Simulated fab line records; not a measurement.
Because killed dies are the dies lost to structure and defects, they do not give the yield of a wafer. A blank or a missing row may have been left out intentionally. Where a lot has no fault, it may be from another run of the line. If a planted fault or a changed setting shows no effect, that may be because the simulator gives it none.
Which of the tools did it? :: flow gf180mcu :: Sampling: 12 lots, 36 wafers, 3 of 602 route steps

WHAT THE GAUGES SHOWED, per wafer
GF_V4_THK_MEAS_01.
lot: L912
measured: day 23 14:56
on: film_metro-03
V4_CVD_00_THK (nm): 610 595 608

lot: L913
measured: day 23 21:01
on: film_metro-01
V4_CVD_00_THK (nm): 598 596 603

lot: L914
measured: day 24 03:47
on: film_metro-04
V4_CVD_00_THK (nm): 597 607 596

lot: L916
measured: day 25 00:28
on: film_metro-04
V4_CVD_00_THK (nm): 598 601 594

lot: L917
measured: day 25 09:39
on: film_metro-03
V4_CVD_00_THK (nm): 613 617 615

lot: L920
measured: day 26 09:07
on: film_metro-03
V4_CVD_00_THK (nm): 587 590 591

lot: L924
measured: day 27 13:09
on: film_metro-03
V4_CVD_00_THK (nm): 583 604 605

lot: L928
measured: day 28 21:35
on: film_metro-01
V4_CVD_00_THK (nm): 604 608 589

lot: L929
measured: day 29 03:39
on: film_metro-01
V4_CVD_00_THK (nm): 601 585 605

lot: L931
measured: day 29 15:27
on: film_metro-01
V4_CVD_00_THK (nm): 598 575 589

lot: L933
measured: day 30 02:42
on: film_metro-03
V4_CVD_00_THK (nm): 594 586 599

lot: L934
measured: day 30 10:27
on: film_metro-03
V4_CVD_00_THK (nm): 603 602 613

WHAT TOOL EACH LOT RAN ON (gives the tool, then ch and the chambers of the sampled wafers, and finally the start)
lot: L912
GF_V2_ETCH_17: rie_diel-03 ch 1,2,3, day 20 11:00
GF_M4_STRIP_17: plasma_asher-02 ch 0, day 23 14:19

lot: L913
GF_V2_ETCH_17: rie_diel-03 ch 0,2, day 20 18:00
GF_M4_STRIP_17: plasma_asher-04 ch 0,1, day 23 20:25

lot: L914
GF_V2_ETCH_17: rie_diel-01 ch 1,2,3, day 21 02:00
GF_M4_STRIP_17: plasma_asher-02 ch 0,1, day 24 03:11

lot: L916
GF_V2_ETCH_17: rie_diel-03 ch 1,3, day 21 23:00
GF_M4_STRIP_17: plasma_asher-02 ch 0,1, day 24 23:52

lot: L917
GF_V2_ETCH_17: rie_diel-03 ch 1,2,3, day 22 09:00
GF_M4_STRIP_17: plasma_asher-04 ch 0,1, day 25 08:41

lot: L920
GF_V2_ETCH_17: rie_diel-01 ch 1,2,3, day 23 09:00
GF_M4_STRIP_17: plasma_asher-02 ch 0,1, day 26 08:31

lot: L924
GF_V2_ETCH_17: rie_diel-03 ch 0,3, day 24 16:00
GF_M4_STRIP_17: plasma_asher-04 ch 0,1, day 27 12:33

lot: L928
GF_V2_ETCH_17: rie_diel-01 ch 1,2,3, day 26 04:00
GF_M4_STRIP_17: plasma_asher-02 ch 0,1, day 28 20:59

lot: L929
GF_V2_ETCH_17: rie_diel-02 ch 2,3, day 26 10:00
GF_M4_STRIP_17: plasma_asher-04 ch 0,1, day 29 03:02

lot: L931
GF_V2_ETCH_17: rie_diel-02 ch 1,2, day 26 22:00
GF_M4_STRIP_17: plasma_asher-04 ch 0,1, day 29 14:49

lot: L933
GF_V2_ETCH_17: rie_diel-01 ch 1,2,3, day 27 11:00
GF_M4_STRIP_17: plasma_asher-04 ch 0,1, day 30 02:05

lot: L934
GF_V2_ETCH_17: rie_diel-01 ch 1,2, day 27 20:00
GF_M4_STRIP_17: plasma_asher-02 ch 0,1, day 30 09:50
- GF_V2_ETCH_17: etches SiO2 in C4F8/O2/Ar, stops on TiN, target depth 630 nm.
- GF_M4_STRIP_17: strips in O2/N2.

AS READ BY THE TOOLS THEMSELVES (means over the sampled wafers that have a number; for cases with no such wafer, the mark the record gives instead)
GF_V2_ETCH_17.
lot: L912
tool: rie_diel-03
oes_product_au (a.u.): 0.855

lot: L913
tool: rie_diel-03
oes_product_au (a.u.): 0.855

lot: L914
tool: rie_diel-01
oes_product_au (a.u.): 0.861

lot: L916
tool: rie_diel-03
oes_product_au (a.u.): 0.855

lot: L917
tool: rie_diel-03
oes_product_au (a.u.): 0.856

lot: L920
tool: rie_diel-01
oes_product_au (a.u.): 0.859

lot: L924
tool: rie_diel-03
oes_product_au (a.u.): 0.851

lot: L928
tool: rie_diel-01
oes_product_au (a.u.): 0.855

lot: L929
tool: rie_diel-02
oes_product_au (a.u.): 0.854

lot: L931
tool: rie_diel-02
oes_product_au (a.u.): 0.859

lot: L933
tool: rie_diel-01
oes_product_au (a.u.): 0.855

lot: L934
tool: rie_diel-01
oes_product_au (a.u.): 0.857

GF_M4_STRIP_17.
lot: L912
tool: plasma_asher-02
drypump_motor_current_A (A): 6.4
heater_power_w (W): 284
o2_flow_sccm (sccm): 3009
oes_product_au (a.u.): 0.537
strip_time_to_endpoint_s (s): 7.37

lot: L913
tool: plasma_asher-04
drypump_motor_current_A (A): 6.4
heater_power_w (W): 386
o2_flow_sccm (sccm): 2997
oes_product_au (a.u.): 0.536
strip_time_to_endpoint_s (s): 7.41

lot: L914
tool: plasma_asher-02
drypump_motor_current_A (A): 6.1
heater_power_w (W): 324
o2_flow_sccm (sccm): 2992
oes_product_au (a.u.): 0.539
strip_time_to_endpoint_s (s): 7.27

lot: L916
tool: plasma_asher-02
drypump_motor_current_A (A): 5.8
heater_power_w (W): 357
o2_flow_sccm (sccm): 2995
oes_product_au (a.u.): 0.534
strip_time_to_endpoint_s (s): 7.40

lot: L917
tool: plasma_asher-04
drypump_motor_current_A (A): 6.3
heater_power_w (W): 359
o2_flow_sccm (sccm): 2999
oes_product_au (a.u.): 0.538
strip_time_to_endpoint_s (s): 7.36

lot: L920
tool: plasma_asher-02
drypump_motor_current_A (A): 5.8
heater_power_w (W): 365
o2_flow_sccm (sccm): 2988
oes_product_au (a.u.): 0.537
strip_time_to_endpoint_s (s): 7.38

lot: L924
tool: plasma_asher-04
drypump_motor_current_A (A): 6.5
heater_power_w (W): 393
o2_flow_sccm (sccm): 3006
oes_product_au (a.u.): 0.533
strip_time_to_endpoint_s (s): 7.33

lot: L928
tool: plasma_asher-02
drypump_motor_current_A (A): 5.8
heater_power_w (W): 361
o2_flow_sccm (sccm): 3010
oes_product_au (a.u.): 0.538
strip_time_to_endpoint_s (s): 7.43

lot: L929
tool: plasma_asher-04
drypump_motor_current_A (A): 6.5
heater_power_w (W): 390
o2_flow_sccm (sccm): 3006
oes_product_au (a.u.): 0.535
strip_time_to_endpoint_s (s): 7.33

lot: L931
tool: plasma_asher-04
drypump_motor_current_A (A): 6.5
heater_power_w (W): 391
o2_flow_sccm (sccm): 2999
oes_product_au (a.u.): 0.542
strip_time_to_endpoint_s (s): 7.43

lot: L933
tool: plasma_asher-04
drypump_motor_current_A (A): 6.4
heater_power_w (W): 387
o2_flow_sccm (sccm): 3004
oes_product_au (a.u.): 0.540
strip_time_to_endpoint_s (s): 7.44

lot: L934
tool: plasma_asher-02
drypump_motor_current_A (A): 5.8
heater_power_w (W): 361
o2_flow_sccm (sccm): 3003
oes_product_au (a.u.): 0.536
strip_time_to_endpoint_s (s): 7.43

THE ANSWER, worked out from the rows above alone
Rule: what is usual is taken from the lots themselves. The widest of any qualifying gaps counts: lots, ordered by their means at a reading, are off when they make up no more than a third of the lots, leave a main group of 4 or more, and stand apart from it by 3 or more times the standard deviation of that group's means. A main group whose means are all the same, to the digits that the tables above print for the reading, isn't used. Also off: a lot with no number at a reading for which 4 or more lots have one. All remaining lots with rows at the step are treated as sound. After the gauges, taken in route order, come the tools' own readings; for these a lot's mean is taken, as printed above. The first step at which some lot is off is used, and at that step the reading that is off furthest; a lot without a number counts as furthest.
None of the lots is off at any reading shown; this tells nothing.

WHAT WAS PUT IN BY THE SIMULATOR
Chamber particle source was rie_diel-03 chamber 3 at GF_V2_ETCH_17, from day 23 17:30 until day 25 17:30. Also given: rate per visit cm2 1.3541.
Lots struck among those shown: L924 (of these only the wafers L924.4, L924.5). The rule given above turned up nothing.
